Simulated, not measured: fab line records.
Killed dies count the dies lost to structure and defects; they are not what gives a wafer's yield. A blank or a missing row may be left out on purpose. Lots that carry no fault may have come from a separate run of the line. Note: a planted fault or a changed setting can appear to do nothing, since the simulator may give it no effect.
fab line records	flow sfq-line
[record] lots = 5	wafers = 15	last-day = 88
route steps=325 shown M2@92 I2@103 M3@118
lots that met no fault: taken from a fault-free run of the same line
start-h: the number of hours between the record's first day and the start of the first shown wafer of the lot	wait-h: how many hours have passed since the lot's step before this one	" identical to the entry in the row above	L1.1+2: one row covering several wafers at once	- either no value or no given start	* or withheld: withheld	< > ~ a bound
route shown NAME@n: a module of which the file shows steps, and the number in the route of the first	usual: mean/standard deviation of fault-free wafers	same: alike in all rows	chamber/n: place in a boat	sites: the reading at each site	_std_site: the standard deviation of these	_edge_site: the outer-site mean with the inner-site mean subtracted	radius-mm: for every site, how far away it sits from the centre of the wafer	mask NAME#n: copy n	behind: tool/chamber where the wafer was last shaped	hold: cause of the lot's hold/its duration in hours/its outcome	device: the n, p or np transistor that did not switch	end of line: the route-end tests of the same wafers	a step without rows: its recipe alone	killed: dies lost to structure and defects at the first sort, not the wafer's yield	map: a wafer's dies, marking killed ones x, the rest . and places with no die _
set.NAME: the run value of the setting; set.NAME@STEP: its run value at that earlier step	model.NAME: the simulator's own value behind a step, which no gauge read
certain route steps with their lots: each step a table, each wafer a row
services: when a tool's chamber went out of use (start-h, in hours from the record's first day, below 0 if earlier), for how many hours, and the reason
[[steps]]
[step SFQ_TRILAYER_M2_LITHO_COAT_062]
[recipe] resist = BARC	spin-rpm = 3000	resist-thk-nm = 62
[step SFQ_TRILAYER_M2_LITHO_COAT_057]
[recipe] resist = KrF	spin-rpm = 3000	resist-thk-nm = 600
[step SFQ_TRILAYER_M2_LITHO_SOFTBAKE_061]
[recipe] temp-c = withheld	time-s = withheld	resist = KrF
[step SFQ_TRILAYER_M2_LITHO_EXPOSE_058]
[recipe] mask-id = M2	na = 0.6	source-shape = conventional	sigma-outer = 0.65	target-cd-nm = 500	dose-mj = 14.4
[step SFQ_TRILAYER_M2_LITHO_PEB_060]
[recipe] peb-temp-c = 115	peb-time-s = 60	resist = KrF
[step SFQ_TRILAYER_M2_LITHO_DEVELOP_059]
[recipe] time-s = 60	resist = KrF
[step SFQ_M2_OVL_MEAS_916]
[usual] M2_OVL = 1/4.6
lot.wafer	tool	chamber	start-h	wait-h	M2_OVL[nm]
L957.1	overlay-02	-	542.63	0.1	-9
L957.3	"	-	"	"	-3
L957.5	"	-	"	"	-1
L959.2	overlay-02	-	567.41	0.1	-2
L959.3	"	-	"	"	3
L959.6	"	-	"	"	-13
L960.1	overlay-02	-	571.01	0.1	5
L960.3	"	-	"	"	2
L960.5	"	-	"	"	0
L962.3	overlay-02	-	596.22	0.1	8
L962.4	"	-	"	"	7
L962.6	"	-	"	"	-2
L963.2	overlay-02	-	597.41	0.1	2
L963.4	"	-	"	"	5
L963.5	"	-	"	"	8
[step SFQ_TRILAYER_M2_BARC_OPEN_METAL_ETCH_077]
[recipe] mask-material = PR	chemistry = O2	target-depth-nm = 125	target = BARC	icp-w = 600	bias-w = 80	pressure-mtorr = 10	time-s = 41.7
[usual] drypump-motor-current-A = 5.53/0.21	oes-product-au = 0.685/0.0044
lot.wafer	tool	chamber	start-h	wait-h	drypump-motor-current-A	oes-product-au	rf-hours-counter-h
L957.1	rie-metal-04	0	542.67	0.0	5.58	0.681	32
L957.3	"	0	"	"	5.59	0.687	-
L957.5	"	1	"	"	5.59	0.690	-
L959.2	rie-metal-02	0	567.44	0.0	5.24	0.684	133
L959.3	"	1	"	"	5.82	0.680	-
L959.6	"	0	"	"	5.25	0.687	-
L960.1	rie-metal-02	1	571.04	0.0	5.82	0.692	123
L960.3	"	0	"	"	5.23	0.678	-
L960.5	"	1	"	"	5.82	0.677	-
L962.3	rie-metal-01	0	596.26	0.0	5.40	0.688	-
L962.4	"	1	"	"	5.58	0.687	-
L962.6	"	1	"	"	5.62	0.682	-
L963.2	rie-metal-04	0	597.44	0.0	5.57	0.688	43
L963.4	"	1	"	"	5.58	0.690	-
L963.5	"	0	"	"	5.59	0.682	-
[step SFQ_TRILAYER_M2_ETCH_METAL_ETCH_060]
[recipe] target = Nb	stop-on = SiO2	mask-material = PR	chemistry = Cl2/Ar	target-depth-nm = 240	icp-w = 600	bias-w = 80	pressure-mtorr = 10	time-s = 120
[usual] drypump-motor-current-A = 5.53/0.21	oes-product-au = 0.894/0.0069
lot.wafer	tool	chamber	start-h	wait-h	drypump-motor-current-A	oes-product-au	rf-hours-counter-h
L957.1	rie-metal-04	0	542.73	0.0	5.57	0.902	32
L957.3	"	0	"	"	5.56	0.898	-
L957.5	"	1	"	"	5.58	0.894	-
L959.2	rie-metal-02	0	567.50	0.0	5.22	0.896	133
L959.3	"	1	"	"	5.82	0.900	-
L959.6	"	0	"	"	5.23	0.898	-
L960.1	rie-metal-02	1	571.10	0.0	5.81	0.895	123
L960.3	"	0	"	"	5.23	0.886	-
L960.5	"	1	"	"	5.83	0.892	-
L962.3	rie-metal-01	0	596.34	0.1	5.39	0.891	-
L962.4	"	1	"	"	5.54	0.888	-
L962.6	"	1	"	"	5.52	0.899	-
L963.2	rie-metal-04	0	597.50	0.0	5.63	0.891	44
L963.4	"	1	"	"	5.58	0.891	-
L963.5	"	0	"	"	5.56	0.901	-
[step SFQ_TRILAYER_M2_STRIP_STRIP_061]
[recipe] gas = O2	power-w = 200	platen-temp-c = 40	overash-fraction = 0.65	chemistry = O2	pressure-mtorr = 50
[usual] drypump-motor-current-A = 5.53/0.21	oes-product-au = 0.998/0.01
lot.wafer	tool	chamber	start-h	wait-h	drypump-motor-current-A	oes-product-au	rf-hours-counter-h
L957.1	rie-metal-04	0	542.85	0.1	5.56	0.993	33
L957.3	"	0	"	"	5.57	0.996	-
L957.5	"	1	"	"	5.56	0.982	-
L959.2	rie-metal-02	0	567.63	0.1	5.20	0.990	133
L959.3	"	1	"	"	5.82	1.007	-
L959.6	"	0	"	"	5.22	0.997	-
L960.1	rie-metal-02	1	571.23	0.1	5.82	1.002	123
L960.3	"	0	"	"	5.22	0.983	-
L960.5	"	1	"	"	5.83	1.014	-
L962.3	rie-metal-01	0	596.63	0.2	5.45	1.001	-
L962.4	"	1	"	"	5.60	1.018	-
L962.6	"	1	"	"	5.60	1.017	-
L963.2	rie-metal-04	0	597.63	0.1	5.59	1.004	44
L963.4	"	1	"	"	5.56	0.980	-
L963.5	"	0	"	"	5.57	1.004	-
[step SFQ_TRILAYER_M2_STRIP_SOLV_CLEAN_062]
[recipe] chemistry = NMP	temp-c = 70	time-s = 600
[step SFQ_TRILAYER_I2_DEP_PECVD_063]
[recipe] material = SiO2	temp-c = 150	time-s = 111.11	pressure-torr = 2.4	rf-w = 183.3	precursor = SiH4/N2O	target-thk-nm = 500
[step SFQ_TRILAYER_I2_CMP_CMP_064]
[recipe] material = SiO2	down-force-psi = 3	platen-rpm = 60	pad-velocity-m-s = 0.94248
[usual] edge-zone-pressure-frac = 0.999/0.0054	motor-current-A = 10.2/0.79	time-to-endpoint-s = 214/8
lot.wafer	tool	chamber	start-h	wait-h	edge-zone-pressure-frac	motor-current-A	time-to-endpoint-s	model.SiO2_of_TRILAYER_I2_DEP_PECVD_063.thk-nm
L957.3	cmp-02	3	543.74	0.0	1.004	11.5	220	200.7
L957.1	"	1	544.74	1.1	0.998	10.3	206	219.4
L957.5	"	0	546.24	2.5	0.997	9.6	222	199.4
L959.3	cmp-01	0	570.66	2.2	0.995	9.1	216	202.3
L959.2	"	1	"	"	1.010	10.6	223	202.7
L959.6	"	3	572.16	3.7	1.002	10.9	220	199.3
L960.3	cmp-01	2	573.16	1.1	1.000	10.7	206	198.7
L960.1	"	0	574.16	2.1	1.004	9.2	219	201.3
L960.5	"	2	575.16	3.1	0.999	10.1	214	200.7
L962.4	cmp-01	3	597.88	0.6	0.991	10.8	208	197.7
L962.3	"	1	598.88	1.6	1.000	11.2	206	200.3
L962.6	"	3	599.88	2.6	0.989	11.0	197	198.3
L963.2	cmp-02	1	599.18	0.7	0.996	9.6	211	201.7
L963.4	"	3	600.18	1.7	1.003	11.0	225	201
L963.5	"	1	601.18	2.7	1.000	9.8	227	201
[step SFQ_I2_BOW_MEAS_917]
[recipe] mode = bow
[usual] I2_BOW = 0/7.2
lot.wafer	tool	chamber	start-h	wait-h	I2_BOW[um]
L957.1	film-metro-01	-	546.74	1.5	12
L957.3	"	-	"	"	9
L957.5	"	-	"	"	16
L959.2	film-metro-02	-	573.18	1.5	-3
L959.3	"	-	"	"	-7
L959.6	"	-	"	"	-2
L960.1	film-metro-03	-	576.16	1.5	-4
L960.3	"	-	"	"	-2
L960.5	"	-	"	"	6
L962.3	film-metro-03	-	600.42	1.0	12
L962.4	"	-	"	"	-10
L962.6	"	-	"	"	-4
L963.2	film-metro-02	-	602.20	2.5	1
L963.4	"	-	"	"	-10
L963.5	"	-	"	"	4
[step SFQ_TRILAYER_I2_METRO_MEASURE_065]
[usual] thk-nm = 199.9/1.1
lot.wafer	tool	chamber	start-h	wait-h	thk-nm
L957.1	film-metro-01	-	546.86	0.1	219.4
L957.3	"	-	"	"	200.8
L957.5	"	-	"	"	199.3
L959.2	film-metro-02	-	573.48	0.3	202.7
L959.3	"	-	"	"	202.1
L959.6	"	-	"	"	199.2
L960.1	film-metro-03	-	576.28	0.1	201.2
L960.3	"	-	"	"	198.8
L960.5	"	-	"	"	200.6
L962.3	film-metro-03	-	600.90	0.5	200.5
L962.4	"	-	"	"	197.6
L962.6	"	-	"	"	198.4
L963.2	film-metro-02	-	602.50	0.3	201.7
L963.4	"	-	"	"	200.9
L963.5	"	-	"	"	201.0
[step SFQ_TRILAYER_I2_VIA_LITHO_COAT_072]
[recipe] resist = BARC	spin-rpm = 3000	resist-thk-nm = 62
[step SFQ_TRILAYER_I2_VIA_LITHO_COAT_067]
[recipe] resist = KrF	spin-rpm = 3000	resist-thk-nm = 650
[step SFQ_TRILAYER_I2_VIA_LITHO_SOFTBAKE_071]
[recipe] temp-c = withheld	time-s = withheld	resist = KrF
[step SFQ_TRILAYER_I2_VIA_LITHO_EXPOSE_068]
[recipe] mask-id = I2	na = 0.6	source-shape = conventional	sigma-outer = 0.65	target-cd-nm = 500	dose-mj = 21.3
[step SFQ_TRILAYER_I2_VIA_LITHO_PEB_070]
[recipe] peb-temp-c = 115	peb-time-s = 60	resist = KrF
[step SFQ_TRILAYER_I2_VIA_LITHO_DEVELOP_069]
[recipe] time-s = 60	resist = KrF
[step SFQ_I2_OVL_MEAS_918]
[usual] I2_OVL = 1/5.4
lot.wafer	tool	chamber	start-h	wait-h	I2_OVL[nm]
L957.1	overlay-01	-	690.24	0.1	5
L957.3	"	-	"	"	5
L957.5	"	-	"	"	2
L959.2	overlay-01	-	714.25	0.1	4
L959.3	"	-	"	"	4
L959.6	"	-	"	"	7
L960.1	overlay-01	-	719.04	0.1	10
L960.3	"	-	"	"	7
L960.5	"	-	"	"	12
L962.3	overlay-02	-	741.85	0.1	8
L962.4	"	-	"	"	6
L962.6	"	-	"	"	-3
L963.2	overlay-01	-	745.45	0.1	-7
L963.4	"	-	"	"	-7
L963.5	"	-	"	"	-7
[step SFQ_TRILAYER_I2_VIA_BARC_OPEN_VIA_ETCH_096]
[recipe] mask-material = PR	chemistry = O2	target-depth-nm = 125	target = BARC	source-w = 500	bias-w = 80	pressure-mtorr = 30	time-s = 41.7
[step SFQ_TRILAYER_I2_VIA_ETCH_VIA_ETCH_070]
[recipe] target = SiO2	stop-on = Nb	mask-material = PR	taper-deg = 20	chemistry = CHF3	target-depth-nm = 260	source-w = 500	bias-w = 80	pressure-mtorr = 30	time-s = withheld
[usual] drypump-motor-current-A = 5.9/0.63	oes-product-au = 0.855/0.005
lot.wafer	tool	chamber	start-h	wait-h	drypump-motor-current-A	oes-product-au	model.I2.feature-depth-nm	model.etch.depth-nm
L957.1	rie-diel-03	1	690.32	0.0	6.3	0.909	219.4	219.4
L957.3	"	0	"	"	4.9	0.859	200.7	200.7
L957.5	"	2	"	"	5.0	0.854	199.4	199.4
L959.2	rie-diel-01	0	714.32	0.0	6.0	0.859	202.7	202.7
L959.3	"	2	"	"	5.8	0.860	202.3	202.3
L959.6	"	3	"	"	5.8	0.852	199.3	199.3
L960.1	rie-diel-01	2	719.12	0.0	5.8	0.856	201.3	201.3
L960.3	"	0	"	"	6.0	0.852	198.7	198.7
L960.5	"	1	"	"	4.8	0.860	200.7	200.7
L962.3	rie-diel-03	3	741.92	0.0	6.1	0.854	200.3	200.3
L962.4	"	0	"	"	5.0	0.852	197.7	197.7
L962.6	"	1	"	"	6.3	0.849	198.3	198.3
L963.2	rie-diel-03	0	745.52	0.0	4.9	0.859	201.7	201.7
L963.4	"	2	"	"	5.0	0.868	201	201
L963.5	"	3	"	"	6.0	0.857	201	201
[step SFQ_TRILAYER_I2_VIA_STRIP_STRIP_071]
[recipe] gas = O2	power-w = 200	platen-temp-c = 40	overash-fraction = 0.65	chemistry = O2	pressure-mtorr = 50
[usual] drypump-motor-current-A = 5.52/0.24	oes-product-au = 1.002/0.011
lot.wafer	tool	chamber	start-h	wait-h	drypump-motor-current-A	oes-product-au	rf-hours-counter-h
L957.1	rie-metal-04	0	690.43	-	5.57	0.996	62
L957.3	"	0	"	"	5.61	0.997	-
L957.5	"	0	"	"	5.59	0.995	-
L959.2	rie-metal-03	1	714.43	-	5.80	1.017	117
L959.3	"	1	"	"	5.79	1.002	-
L959.6	"	1	"	"	5.79	1.017	-
L960.1	rie-metal-04	0	719.23	-	5.57	0.998	68
L960.3	"	0	"	"	5.60	1.006	-
L960.5	"	0	"	"	5.60	1.008	-
L962.3	rie-metal-04	1	742.23	-	5.54	0.979	-
L962.4	"	0	"	"	5.59	1.005	-
L962.6	"	1	"	"	5.51	0.990	-
L963.2	rie-metal-03	1	745.63	-	5.80	1.014	123
L963.4	"	0	"	"	5.21	1.015	-
L963.5	"	1	"	"	5.82	1.012	-
[step SFQ_TRILAYER_I2_VIA_STRIP_SOLV_CLEAN_072]
[recipe] chemistry = NMP	temp-c = 70	time-s = 600
[step SFQ_TRILAYER_M3_DEP_PRE_CLEAN_074]
[recipe] gas = Ar	time-s = 22.5	bias-v = 250
lot.wafer	tool	chamber	start-h	wait-h	model.SiO2_of_TRILAYER_I2_DEP_PECVD_063.thk-nm
L957.1	pvd-sputter-03	-	691.21	0.0	211.9
L957.3	"	-	"	"	193.2
L957.5	"	-	"	"	191.9
L959.2	pvd-sputter-04	-	715.21	0.0	195.2
L959.3	"	-	"	"	194.8
L959.6	"	-	"	"	191.8
L960.1	pvd-sputter-06	-	720.01	0.0	193.8
L960.3	"	-	"	"	191.2
L960.5	"	-	"	"	193.2
L962.3	pvd-sputter-03	-	742.82	0.0	192.8
L962.4	"	-	"	"	190.2
L962.6	"	-	"	"	190.8
L963.2	pvd-sputter-04	-	746.41	0.0	194.2
L963.4+5	"	-	"	"	193.5
[step SFQ_TRILAYER_M3_DEP_SPUTTER_073]
[recipe] material = Nb	base-pressure-pa = 1.33e-06	chamber-pressure-pa = 0.1333	substrate-temp-c = 20	resputter-cathode-voltage-v = 400	target-thk-nm = 200	power-w = 2000	time-s = 133.3
[usual] throttle-valve-pct = 29.2/1.1
lot.wafer	tool	chamber	start-h	wait-h	throttle-valve-pct
L957.1	pvd-sputter-03	-	691.23	0.0	29.3
L957.3	"	-	"	"	28.2
L957.5	"	-	"	"	29.4
L959.2	pvd-sputter-04	-	715.23	0.0	27.3
L959.3	"	-	"	"	29.0
L959.6	"	-	"	"	27.7
L960.1	pvd-sputter-06	-	720.03	0.0	29.8
L960.3	"	-	"	"	28.0
L960.5	"	-	"	"	29.7
L962.3	pvd-sputter-03	-	742.85	0.0	32.1
L962.4	"	-	"	"	29.1
L962.6	"	-	"	"	28.6
L963.2	pvd-sputter-04	-	746.43	0.0	29.1
L963.4	"	-	"	"	28.7
L963.5	"	-	"	"	30.0
[[services]]
tool	chamber	start-h	hours	kind
pvd-sputter-06	-	521.94	3.2	repair
cmp-01	-	524.39	1.4	repair
pvd-sputter-06	-	532.75	9.1	repair
rie-diel-01	2	539.74	2.4	repair
rie-metal-01	1	549.42	3.4	repair
film-metro-03	-	563.29	0.8	repair
film-metro-02	-	566.04	6.7	pm
film-metro-03	-	568.48	2.2	pm
cmp-01	-	576.16	4.0	pm
cmp-02	-	579.13	0.5	repair
rie-metal-02	-	580.08	14.6	pm
rie-metal-04	1	580.87	3.0	repair
rie-diel-03	3	583.99	4.5	repair
rie-diel-03	0	586.12	3.7	repair
rie-diel-01	1	586.24	8.5	repair
cmp-01	-	637.67	10.1	pm
rie-metal-01	0	638.84	27.9	repair
cmp-01	-	646.81	1.6	repair
rie-diel-03	1	653.62	7.7	repair
pvd-sputter-03	-	674.29	1.1	repair
cmp-01	-	681.39	1.4	repair
pvd-sputter-04	-	686.70	1.3	repair
rie-metal-04	1	696.67	2.3	repair
cmp-01	-	701.49	0.9	repair
[[key]]
[first-sign] step = SFQ_TRILAYER_I2_METRO_MEASURE_065	reading = thk-nm	direction = up	sigmas = 18	usual = 199.9	struck = 219.4
[effect] step = SFQ_TRILAYER_I2_VIA_ETCH_VIA_ETCH_070	reading = oes-product-au	direction = up	sigmas = 11	usual = 0.855	struck = 0.909
[model-effect] step = SFQ_TRILAYER_I2_CMP_CMP_064	value = SiO2_of_TRILAYER_I2_DEP_PECVD_063.thk-nm	without = 199.4	struck = 219.4
[model-effect] step = SFQ_TRILAYER_I2_VIA_ETCH_VIA_ETCH_070	value = I2.feature-depth-nm	without = 199.4	struck = 219.4
[model-effect] step = SFQ_TRILAYER_M3_DEP_PRE_CLEAN_074	value = SiO2_of_TRILAYER_I2_DEP_PECVD_063.thk-nm	without = 191.9	struck = 211.9
met-at SFQ_TRILAYER_I2_CMP_CMP_064
struck-wafers L957.1
[fault] kind = process-parameter-drift	tool = cmp-02	chamber = 1	onset-h = 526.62	steps = SFQ_TRILAYER_I2_CMP_CMP_064	channel = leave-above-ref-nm	offset = 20	shape = step	end-h = 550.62	acts-in = these-recipes-only	stated = 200
